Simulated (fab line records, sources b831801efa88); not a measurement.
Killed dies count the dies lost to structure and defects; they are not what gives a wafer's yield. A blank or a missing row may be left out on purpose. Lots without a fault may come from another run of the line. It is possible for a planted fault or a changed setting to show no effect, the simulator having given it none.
Which tool is to blame? | flow sky130 | Sampling: 24 lots, 72 wafers, 6 of 708 route steps

== WHAT THE GAUGES READ, wafer by wafer ==
SKY_FIELD_ISO_CD_MEAS_13 targets a cd of 150 nm. Usual: cd nm at 149.9 nm, with a standard deviation of 1.5.
lot  | measured    | on        | cd nm (nm)        | flag
L074 | day 2 06:56 | cd sem-01 | 149.4 150.4 151.1 |
L075 | day 2 10:50 | cd sem-02 | 152.0 151.2 151.7 |
L076 | day 2 17:31 | cd sem-02 | 150.2 150.5 149.3 |
L077 | day 2 21:55 | cd sem-01 | 151.2 150.7 150.8 |
L078 | day 3 04:52 | cd sem-01 | 148.9 149.0 149.4 |
L079 | day 3 07:13 | cd sem-02 | 146.9 148.9 147.3 |
L080 | day 3 13:25 | cd sem-01 | 147.9 146.4 147.7 |
L081 | day 3 17:01 | cd sem-01 | 149.9 150.5 150.5 |
L082 | day 3 22:05 | cd sem-02 | 151.2 150.7 151.4 |
L083 | day 4 03:44 | cd sem-02 | 149.9 151.4 151.1 |
L084 | day 4 07:56 | cd sem-02 | 147.9 150.3 149.5 |
L085 | day 4 15:46 | cd sem-02 | 149.7 149.2 150.3 |
L086 | day 4 21:19 | cd sem-01 | 152.4 152.1 151.8 |
L087 | day 5 00:32 | cd sem-02 | 150.7 150.8 149.5 |
L088 | day 5 04:34 | cd sem-02 | 147.7 147.1 147.8 |
L089 | day 5 15:26 | cd sem-01 | 149.5 149.4 149.4 |
L090 | day 5 17:08 | cd sem-02 | 152.2 150.7 153.0 |
L091 | day 5 22:37 | cd sem-01 | 151.4 151.7 150.9 |
L092 | day 6 02:55 | cd sem-01 | 150.3 151.3 151.6 |
L093 | day 6 09:09 | cd sem-02 | 149.9 150.3 150.1 |
L094 | day 6 12:43 | cd sem-02 | 149.8 150.3 149.1 |
L095 | day 6 18:52 | cd sem-01 | 149.1 149.9 150.8 |
L096 | day 6 23:23 | cd sem-02 | 150.2 152.3 150.6 |
L097 | day 7 03:34 | cd sem-02 | 147.4 147.2 149.1 |

SKY_POLY_GATE_THK_MEAS_01. Usual: POLY_GATE_CVD_00_THK gives 180.6 nm (standard deviation 1.6).
lot  | measured     | on            | POLY_GATE_CVD_00_THK (nm) | flag
L074 | day 14 04:51 | film metro-04 | 178.2 176.5 178.3         |
L075 | day 14 09:58 | film metro-01 | 179.9 179.2 179.1         |
L076 | day 14 21:05 | film metro-01 | 180.5 179.8 178.4         |
L077 | day 15 01:32 | film metro-04 | 181.7 180.9 180.5         |
L078 | day 15 13:22 | film metro-03 | 182.9 182.3 180.5         |
L079 | day 16 00:23 | film metro-03 | 180.8 179.6 180.2         |
L080 | day 16 15:43 | film metro-03 | 182.7 181.5 182.8         |
L081 | day 16 22:14 | film metro-04 | 179.8 181.5 181.7         |
L082 | day 17 05:44 | film metro-03 | 179.4 179.2 179.2         |
L083 | day 18 00:37 | film metro-03 | 183.6 183.1 181.9         |
L084 | day 18 00:37 | film metro-01 | 178.2 179.6 180.1         |
L085 | day 18 09:19 | film metro-01 | 180.0 180.1 181.1         |
L086 | day 18 13:41 | film metro-03 | 178.7 180.4 179.1         |
L087 | day 18 13:41 | film metro-01 | 179.7 180.0 180.2         |
L088 | day 18 23:54 | film metro-03 | 181.9 181.7 180.7         |
L089 | day 19 16:08 | film metro-04 | 180.1 181.4 180.7         |
L090 | day 19 19:49 | film metro-03 | 180.1 181.8 180.2         |
L091 | day 20 03:38 | film metro-01 | 183.8 183.1 183.2         |
L092 | day 20 13:12 | film metro-03 | 180.7 179.8 180.3         |
L093 | day 20 17:38 | film metro-01 | 182.4 181.3 181.0         |
L094 | day 21 01:31 | film metro-03 | 180.7 180.3 180.1         |
L095 | day 21 10:55 | film metro-01 | 181.3 182.7 180.4         |
L096 | day 21 17:58 | film metro-04 | 180.5 180.1 180.3         |
L097 | day 22 00:26 | film metro-03 | 182.9 182.7 182.8         |

SKY_LDD_HVP_OVL_MEAS_07. Usual: LDD_HVP_OVL gives 0.8 nm (standard deviation 1.6).
lot  | measured     | on         | LDD_HVP_OVL (nm) | flag
L074 | day 21 20:46 | overlay-02 | -2.2 -1.0 -1.3   |
L075 | day 22 03:04 | overlay-01 | 0.0 -0.2 1.0     |
L076 | day 22 11:52 | overlay-02 | -0.6 -1.6 -0.9   |
L077 | day 22 16:07 | overlay-02 | 0.6 -0.6 1.5     |
L078 | day 23 09:22 | overlay-01 | 3.3 3.7 3.5      |
L079 | day 23 21:06 | overlay-02 | 2.5 2.0 1.9      |
L080 | day 24 09:22 | overlay-02 | 1.6 1.6 3.1      |
L081 | day 24 17:15 | overlay-02 | 0.9 1.3 -0.5     |
L082 | day 25 01:07 | overlay-02 | 2.6 2.9 2.6      |
L083 | day 25 19:37 | overlay-01 | 0.4 0.6 0.4      |
L084 | day 25 19:04 | overlay-02 | 3.2 2.7 1.1      |
L085 | day 26 01:25 | overlay-02 | 0.3 -0.5 0.1     |
L086 | day 26 06:43 | overlay-02 | 0.0 -0.2 0.5     |
L087 | day 26 08:39 | overlay-02 | -1.0 -1.2 -0.8   |
L088 | day 26 15:01 | overlay-01 | 0.5 1.0 -0.1     |
L089 | day 27 06:39 | overlay-01 | 1.4 0.6 1.4      |
L090 | day 27 13:10 | overlay-01 | 1.6 2.1 1.4      |
L091 | day 27 19:25 | overlay-02 | 0.8 0.7 1.0      |
L092 | day 28 05:11 | overlay-01 | 0.9 2.8 1.9      |
L093 | day 28 07:40 | overlay-01 | -1.6 -0.4 -1.0   |
L094 | day 28 14:22 | overlay-02 | 1.9 1.5 2.9      |
L095 | day 28 23:03 | overlay-02 | -1.0 -2.6 -3.3   |
L096 | day 29 05:25 | overlay-02 | 4.4 3.6 3.2      |
L097 | day 29 12:54 | overlay-01 | 0.4 1.1 0.9      |

SKY_PAD_OPEN_BOW_MEAS_13. Usual: PAD_OPEN_BOW gives 49 um (standard deviation 9.9).
lot  | measured     | on            | PAD_OPEN_BOW (um) | flag
L074 | day 45 21:50 | film metro-02 | 48 43 52          |
L075 | day 46 03:25 | film metro-02 | 38 38 49          |
L076 | day 46 10:41 | film metro-02 | 51 57 63          |
L077 | day 46 13:33 | film metro-02 | 59 52 57          |
L078 | day 46 20:59 | film metro-02 | 54 54 69          |
L079 | day 47 09:40 | film metro-04 | 61 43 55          |
L080 | day 47 17:29 | film metro-04 | 53 40 48          |
L081 | day 48 01:07 | film metro-02 | 39 37 41          |
L082 | day 48 07:46 | film metro-03 | 46 31 18          |
L083 | day 48 15:32 | film metro-04 | 51 47 49          |
L084 | day 48 14:43 | film metro-03 | 39 44 48          |
L085 | day 49 00:29 | film metro-04 | 40 47 42          |
L086 | day 49 01:15 | film metro-02 | 50 55 49          |
L087 | day 49 01:58 | film metro-04 | 35 57 41          |
L088 | day 49 05:03 | film metro-04 | 58 54 70          |
L089 | day 49 15:40 | film metro-02 | 58 51 38          |
L090 | day 49 19:43 | film metro-03 | 45 35 52          |
L091 | day 49 23:40 | film metro-03 | 32 36 47          |
L092 | day 50 03:18 | film metro-04 | 72 64 54          |
L093 | day 50 02:57 | film metro-03 | 48 42 52          |
L094 | day 50 06:00 | film metro-02 | 45 37 43          |
L095 | day 50 23:26 | film metro-03 | 43 53 58          |
L096 | day 50 19:40 | film metro-02 | 68 58 56          |
L097 | day 50 20:28 | film metro-03 | 42 51 52          |

== EACH LOT AND THE TOOL THAT RAN IT (in order: tool; ch and the chambers of the sampled wafers; start) ==
lot  | SKY_VT_ADJUST_PCH_STRIP_09           | SKY_CONTACT_ETCH_16
L074 | plasma asher-01 ch 0,1, day 10 15:30 | rie diel-04 ch 1,3, day 31 18:28
L075 | plasma asher-01 ch 0,1, day 10 18:15 | rie diel-01 ch 0,2, day 32 00:46
L076 | plasma asher-01 ch 0,1, day 11 03:04 | rie diel-02 ch 0,3, day 32 08:22
L077 | plasma asher-03 ch 0,1, day 11 09:33 | rie diel-01 ch 0,1,3, day 32 11:58
L078 | plasma asher-01 ch 0,1, day 11 19:23 | rie diel-04 ch 1,3, day 33 02:55
L079 | plasma asher-01 ch 0,1, day 12 01:20 | rie diel-02 ch 0,1,2, day 33 15:25
L080 | plasma asher-01 ch 0,1, day 12 17:23 | rie diel-04 ch 1,2,3, day 34 01:22
L081 | plasma asher-02 ch 0,1, day 12 23:08 | rie diel-01 ch 0,1, day 34 09:55
L082 | plasma asher-01 ch 0,1, day 13 04:21 | rie diel-04 ch 0,1,2, day 34 18:19
L083 | plasma asher-01 ch 0,1, day 13 21:51 | rie diel-01 ch 1,2,3, day 35 08:52
L084 | plasma asher-03 ch 0,1, day 13 21:24 | rie diel-02 ch 2,3, day 35 07:31
L085 | plasma asher-02 ch 0,1, day 14 06:04 | rie diel-02 ch 0,1,2, day 35 15:07
L086 | plasma asher-01 ch 0,1, day 14 13:06 | rie diel-04 ch 1,2,3, day 35 18:58
L087 | plasma asher-02 ch 0,1, day 14 13:55 | rie diel-02 ch 0,3, day 35 19:58
L088 | plasma asher-01 ch 0,1, day 15 01:39 | rie diel-01 ch 0,1,3, day 36 01:34
L089 | plasma asher-03 ch 0,1, day 15 11:42 | rie diel-02 ch 0,1,2, day 36 16:34
L090 | plasma asher-02 ch 0,1, day 15 14:19 | rie diel-04 ch 0,1,3, day 36 22:55
L091 | plasma asher-01 ch 0,1, day 15 21:52 | rie diel-01 ch 1,3, day 37 04:37
L092 | plasma asher-02 ch 0,1, day 16 04:19 | rie diel-01 ch 0,1,2, day 37 11:34
L093 | plasma asher-03 ch 0,1, day 16 14:07 | rie diel-01 ch 1,2,3, day 37 12:58
L094 | plasma asher-02 ch 0,1, day 16 17:13 | rie diel-02 ch 0,1, day 37 18:00
L095 | plasma asher-03 ch 1, day 17 06:04   | rie diel-01 ch 0,1,3, day 38 09:22
L096 | plasma asher-02 ch 1, day 17 10:45   | rie diel-04 ch 0,3, day 38 09:49
L097 | plasma asher-03 ch 0,1, day 17 18:25 | rie diel-04 ch 0,2,3, day 38 19:28
- SKY_VT_ADJUST_PCH_STRIP_09: strips in O2/N2.
- SKY_CONTACT_ETCH_16: etches BARC in N2/H2, stops on SiO2, time 45.9 s, target depth 60 nm.

== AS READ BY THE TOOLS THEMSELVES (means over the sampled wafers that have a number; for cases with no such wafer, the mark the record gives instead) ==
SKY_VT_ADJUST_PCH_STRIP_09. Usual: drypump motor current A 5.79 A, standard deviation 0.24; n2 flow sccm 300.2 sccm, standard deviation 1; oes product au 0.723 a.u., standard deviation 0.0043; strip time to endpoint s 36.89 s, standard deviation 0.11.
lot  | tool            | drypump motor current A (A) | n2 flow sccm (sccm) | oes product au (a.u.) | strip time to endpoint s (s) | flag
L074 | plasma asher-01 | 5.77                        | 299.9               | 0.722                 | 36.93                        |
L075 | plasma asher-01 | 5.76                        | 301.3               | 0.721                 | 36.75                        |
L076 | plasma asher-01 | 5.84                        | 299.6               | 0.720                 | 36.83                        |
L077 | plasma asher-03 | 5.53                        | 299.6               | 0.725                 | 37.00                        |
L078 | plasma asher-01 | 5.75                        | 301.2               | 0.722                 | 36.99                        |
L079 | plasma asher-01 | 5.76                        | 299.9               | 0.725                 | 36.85                        |
L080 | plasma asher-01 | 5.85                        | 300.7               | 0.723                 | 36.92                        |
L081 | plasma asher-02 | 5.90                        | 301.0               | 0.723                 | 36.93                        |
L082 | plasma asher-01 | 5.77                        | 301.0               | 0.726                 | 36.77                        |
L083 | plasma asher-01 | 5.79                        | 299.5               | 0.719                 | 36.81                        |
L084 | plasma asher-03 | 5.53                        | 300.3               | 0.721                 | 36.75                        |
L085 | plasma asher-02 | 5.91                        | 300.8               | 0.722                 | 36.86                        |
L086 | plasma asher-01 | 5.85                        | 299.6               | 0.720                 | 36.87                        |
L087 | plasma asher-02 | 6.08                        | 299.7               | 0.720                 | 36.88                        |
L088 | plasma asher-01 | 5.84                        | 299.9               | 0.722                 | 37.00                        |
L089 | plasma asher-03 | 5.50                        | 300.8               | 0.719                 | 36.78                        |
L090 | plasma asher-02 | 5.90                        | 300.6               | 0.727                 | 36.87                        |
L091 | plasma asher-01 | 5.86                        | 300.7               | 0.727                 | 36.82                        |
L092 | plasma asher-02 | 6.06                        | 299.5               | 0.723                 | 37.10                        |
L093 | plasma asher-03 | 5.53                        | 298.8               | 0.726                 | 36.90                        |
L094 | plasma asher-02 | 6.08                        | 299.4               | 0.723                 | 36.79                        |
L095 | plasma asher-03 | 5.56                        | 300.8               | 0.723                 | 37.05                        |
L096 | plasma asher-02 | 6.25                        | 299.9               | 0.724                 | 36.81                        |
L097 | plasma asher-03 | 5.53                        | 300.7               | 0.725                 | 36.95                        |

SKY_CONTACT_ETCH_16. Usual: drypump motor current A 5.8 A, standard deviation 0.51; n2 flow sccm 99.96 sccm, standard deviation 0.29; oes product au 0.855 a.u., standard deviation 0.0044; throttle valve pct 13.224 %, standard deviation 0.0088.
lot  | tool        | drypump motor current A (A) | n2 flow sccm (sccm) | oes product au (a.u.) | throttle valve pct (%) | flag
L074 | rie diel-04 | 5.6                         | 99.90               | 0.857                 | 13.223                 |
L075 | rie diel-01 | 5.5                         | 100.22              | 0.851                 | 13.222                 |
L076 | rie diel-02 | 6.0                         | 100.16              | 0.856                 | 13.222                 |
L077 | rie diel-01 | 5.8                         | 99.93               | 0.856                 | 13.222                 |
L078 | rie diel-04 | 5.6                         | 100.03              | 0.851                 | 13.220                 |
L079 | rie diel-02 | 5.6                         | 99.86               | 0.857                 | 13.219                 |
L080 | rie diel-04 | 5.5                         | 100.10              | 0.855                 | 13.222                 |
L081 | rie diel-01 | 5.9                         | 100.06              | 0.853                 | 13.228                 |
L082 | rie diel-04 | 6.0                         | 99.79               | 0.855                 | 13.226                 |
L083 | rie diel-01 | 6.1                         | 99.96               | 0.859                 | 13.228                 |
L084 | rie diel-02 | 5.9                         | 99.80               | 0.855                 | 13.223                 |
L085 | rie diel-02 | 5.6                         | 99.88               | 0.858                 | 13.231                 |
L086 | rie diel-04 | 5.5                         | 99.94               | 0.857                 | 13.226                 |
L087 | rie diel-02 | 6.3                         | 99.73               | 0.855                 | 13.215                 |
L088 | rie diel-01 | 5.8                         | 99.94               | 0.858                 | 13.224                 |
L089 | rie diel-02 | 5.6                         | 99.75               | 0.857                 | 13.233                 |
L090 | rie diel-04 | 5.7                         | 99.73               | 0.850                 | 13.228                 |
L091 | rie diel-01 | 6.1                         | 100.02              | 0.851                 | 13.224                 |
L092 | rie diel-01 | 5.8                         | 99.94               | 0.853                 | 13.236                 |
L093 | rie diel-01 | 6.1                         | 99.99               | 0.854                 | 13.224                 |
L094 | rie diel-02 | 5.7                         | 99.76               | 0.858                 | 13.233                 |
L095 | rie diel-01 | 5.8                         | 99.96               | 0.848                 | 13.224                 |
L096 | rie diel-04 | 5.7                         | 100.17              | 0.857                 | 13.231                 |
L097 | rie diel-04 | 5.5                         | 99.86               | 0.858                 | 13.217                 |

== THE ANSWER, worked out from the rows above alone ==
Rule: take the mean of a lot's wafers that have a number; if it is more than 3 standard deviations from the usual mean, the lot is off. Also off: a lot with no number at a reading for which 4 or more lots have one. The other lots that the step has rows for count as sound. After the gauges, taken in route order, come the tools' own readings; for these a lot's mean is taken, as printed above. The first step at which some lot is off is used, and at that step the reading that is off furthest; a lot without a number counts as furthest.
Across all readings shown, no lot is off: no conclusion can be drawn from this.

== WHAT THE SIMULATOR HAD INSERTED ==
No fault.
